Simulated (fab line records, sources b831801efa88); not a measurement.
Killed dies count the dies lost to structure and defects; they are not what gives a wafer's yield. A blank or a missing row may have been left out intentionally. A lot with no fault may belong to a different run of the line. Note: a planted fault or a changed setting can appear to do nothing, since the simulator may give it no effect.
One fault seen from 2 desks | flow sky130 | numbers are kept per desk, each desk with only its own; the story behind them comes last

AT THE METROLOGY DESK
What the gauges read for every lot (on any tool): the sampled wafers with a number, averaged. If a lot's mean is further than 4 standard deviations from the usual mean, the lot is out of limits and carries the mark OUT (the distance appears in the brackets).
Columns: A = LDD_HVN_TW at SKY_LDD_HVN_TW_MEAS_10, usual 1433; B = LDD_HVP_TW at SKY_LDD_HVP_TW_MEAS_10, usual 457.3
lot  | first seen here | A    | B
L605 | day 21 03:39    | 1429 | 455.0
L606 | day 21 10:31    | 1443 | 455.9
L608 | day 22 08:43    | 1436 | 460.5
L609 | day 22 10:21    | 1430 | 457.4
L614 | day 24 11:36    | 1440 | 461.1
L615 | day 24 20:58    | 1443 | 459.9
L616 | day 25 05:24    | 1438 | 455.7
L617 | day 25 16:32    | 1428 | 458.9
L618 | day 26 00:34    | 1425 | 458.4
L619 | day 26 02:41    | 1431 | 459.9
L626 | day 28 13:37    | 1432 | 456.4
Finding of this desk: none of the 11 lots has anything out of limits.

DESK OF THE TOOL OWNER: rieDiel-01
The tool's own readings at SKY_SPACER_ETCHBACK_02 (etches Si3N4 in CH3F/O2, stops on SiO2, time 46.7 s, target depth 45 nm): means of the sampled wafers that have a number, for each lot that ran on this tool. If a lot's mean is further than 4 standard deviations from the usual mean, the lot is out of limits and carries the mark OUT (the distance appears in the brackets).
Columns: A = ch3fFlowSccm at SKY_SPACER_ETCHBACK_02, usual 40.02 sccm; B = chamberPressureMTorr at SKY_SPACER_ETCHBACK_02, usual 25.003 mTorr; C = drypumpMotorCurrentA at SKY_SPACER_ETCHBACK_02, usual 5.8 A; D = oesProductAu at SKY_SPACER_ETCHBACK_02, usual 0.855 a.u.; E = runLengthS at SKY_SPACER_ETCHBACK_02, usual 75.1 s; F = throttleValvePct at SKY_SPACER_ETCHBACK_02, usual 10.562 %
lot  | first seen here | A     | B      | C   | D                | E              | F
L606 | day 24 01:59    | 40.05 | 24.999 | 5.9 | 0.861            | 75.5           | 10.563
L614 | day 27 00:32    | 40.06 | 24.997 | 5.9 | 0.851            | 74.9           | 10.556
L615 | day 27 09:40    | 40.00 | 25.005 | 5.9 | 0.856            | 75.2           | 10.558
L616 | day 27 18:21    | 40.08 | 25.008 | 5.9 | 0.855            | 75.3           | 10.569
L617 | day 28 04:58    | 40.08 | 24.995 | 6.2 | 0.809 (-6.9) OUT | 80.7 (+16) OUT | 10.555
L618 | day 28 13:12    | 40.04 | 24.970 | 6.1 | 0.818 (-5.6) OUT | 79.1 (+12) OUT | 10.560
L619 | day 28 15:47    | 40.14 | 25.009 | 6.2 | 0.809 (-6.9) OUT | 80.8 (+17) OUT | 10.566
This desk's verdict: out of limits on L617, L618, L619, starting with L617 at day 28 04:58 (oesProductAu at SKY_SPACER_ETCHBACK_02). L606, L614, L615, L616 stayed within limits.

TAKEN TOGETHER
The tool owner's desk could have raised an alarm at day 28 04:58, on L617, L618, L619.
From the metrology desk's view, nothing was out of limits.
The metrology desk holds a record of L617, L618, L619, inside its limits.
SKY_SPACER_ETCHBACK_02 was run on rieDiel-01 by each of the lots named.

WHAT THE SIMULATOR PUT IN
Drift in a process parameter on rieDiel-01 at SKY_SPACER_ETCHBACK_02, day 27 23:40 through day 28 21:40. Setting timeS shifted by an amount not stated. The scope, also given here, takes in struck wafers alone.
Shown lots that were struck: L617, L618, L619.
Time in hours from fault onset to the first out-of-limits reading at each desk: the tool owner's desk, 5.
